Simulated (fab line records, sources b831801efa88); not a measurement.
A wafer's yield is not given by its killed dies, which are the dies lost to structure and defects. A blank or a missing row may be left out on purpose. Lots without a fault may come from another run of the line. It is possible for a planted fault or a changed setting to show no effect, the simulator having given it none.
Which of the tools did it? + flow sky130 + 14 lots with 42 wafers sampled at 3 steps, on a route of 708 steps

## WHAT THE GAUGES READ, wafer by wafer
SKY_FIELD_ISO_CD_MEAS_13 targets a cd of 150 nm.
| lot  | measured    | on        | cd nm (nm)        |
|------|-------------|-----------|-------------------|
| L181 | day 2 04:34 | cd sem-02 | 151.5 150.7 151.6 |
| L182 | day 2 09:44 | cd sem-02 | 151.6 151.5 151.8 |
| L183 | day 2 15:31 | cd sem-01 | 149.9 148.8 147.7 |
| L184 | day 2 20:23 | cd sem-02 | 152.0 153.1 151.8 |
| L185 | day 3 01:41 | cd sem-02 | 148.2 148.7 149.3 |
| L186 | day 3 07:11 | cd sem-02 | 149.2 149.8 149.8 |
| L187 | day 3 11:46 | cd sem-01 | 149.1 150.4 149.5 |
| L190 | day 4 04:37 | cd sem-01 | 149.3 150.8 150.1 |
| L191 | day 4 11:16 | cd sem-01 | 148.6 148.1 147.8 |
| L193 | day 4 19:34 | cd sem-02 | 153.4 150.5 151.7 |
| L198 | day 5 23:29 | cd sem-01 | 150.0 150.6 150.7 |
| L199 | day 6 05:06 | cd sem-02 | 149.1 148.9 149.5 |
| L200 | day 6 09:53 | cd sem-01 | 150.7 150.4 151.9 |
| L204 | day 7 04:17 | cd sem-02 | 150.0 149.9 149.1 |

SKY_FIELD_ISO_THK_MEAS_25.
| lot  | measured    | on            | FIELD_ISO_CVD_24_THK (nm) |
|------|-------------|---------------|---------------------------|
| L181 | day 2 06:32 | film metro-01 | 600 594 600               |
| L182 | day 2 12:17 | film metro-03 | 587 591 594               |
| L183 | day 2 18:21 | film metro-01 | 595 594 596               |
| L184 | day 2 22:28 | film metro-03 | 596 597 594               |
| L185 | day 3 05:01 | film metro-04 | 590 598 592               |
| L186 | day 3 09:57 | film metro-04 | 604 596 603               |
| L187 | day 3 17:54 | film metro-04 | 586 589 590               |
| L190 | day 4 07:49 | film metro-03 | 593 593 590               |
| L191 | day 4 15:14 | film metro-04 | 592 587 596               |
| L193 | day 4 23:47 | film metro-03 | 591 595 598               |
| L198 | day 6 02:56 | film metro-04 | 585 592 587               |
| L199 | day 6 07:19 | film metro-03 | 585 586 587               |
| L200 | day 6 13:37 | film metro-01 | 588 591 588               |
| L204 | day 7 06:15 | film metro-01 | 595 592 598               |

SKY_DNWELL_TW_MEAS_09.
| lot  | measured    | on            | DNWELL_TW      |
|------|-------------|---------------|----------------|
| L181 | day 3 03:49 | film metro-02 | 1112 1113 1118 |
| L182 | day 3 08:59 | film metro-03 | 1104 1103 1103 |
| L183 | day 3 14:46 | film metro-02 | 1111 1110 1113 |
| L184 | day 3 18:10 | film metro-02 | 1108 1106 1107 |
| L185 | day 4 00:52 | film metro-04 | 1099 1107 1104 |
| L186 | day 4 11:37 | film metro-02 | 1113 1113 1116 |
| L187 | day 4 17:43 | film metro-02 | 1108 1112 1112 |
| L190 | day 5 06:40 | film metro-04 | 1091 1086 1088 |
| L191 | day 5 17:31 | film metro-03 | 1117 1119 1109 |
| L193 | day 5 22:37 | film metro-03 | 1109 1108 1103 |
| L198 | day 7 03:52 | film metro-04 | 1106 1101 1100 |
| L199 | day 7 07:14 | film metro-04 | 1093 1092 1093 |
| L200 | day 7 15:55 | film metro-04 | 1098 1095 1096 |
| L204 | day 8 08:50 | film metro-02 | 1117 1113 1118 |

## EACH LOT AND THE TOOL THAT RAN IT (in order: tool; ch and the chambers of the sampled wafers; start)
Record: no process step prior to these readings.

## AS READ BY THE TOOLS THEMSELVES (means over the sampled wafers that have a number; for cases with no such wafer, the mark the record gives instead)
The record holds no such reading with a usual standard deviation.

## THE ANSWER, worked out from the rows above alone
Rule: what is usual is taken from the lots themselves. The widest of any qualifying gaps counts: lots, ordered by their means at a reading, are off when they make up no more than a third of the lots, leave a main group of 4 or more, and stand apart from it by 3 or more times the standard deviation of that group's means. A main group whose means are all the same, to the digits that the tables above print for the reading, isn't used. Also off: a lot with no number at a reading for which 4 or more lots have one. The other lots that the step has rows for count as sound. After the gauges, taken in route order, come the tools' own readings; for these a lot's mean is taken, as printed above. The first step at which some lot is off is used, and at that step the reading that is off furthest; a lot without a number counts as furthest.
Nothing can be told from this: no lot is off at any reading shown.

## WHAT WAS PUT IN BY THE SIMULATOR
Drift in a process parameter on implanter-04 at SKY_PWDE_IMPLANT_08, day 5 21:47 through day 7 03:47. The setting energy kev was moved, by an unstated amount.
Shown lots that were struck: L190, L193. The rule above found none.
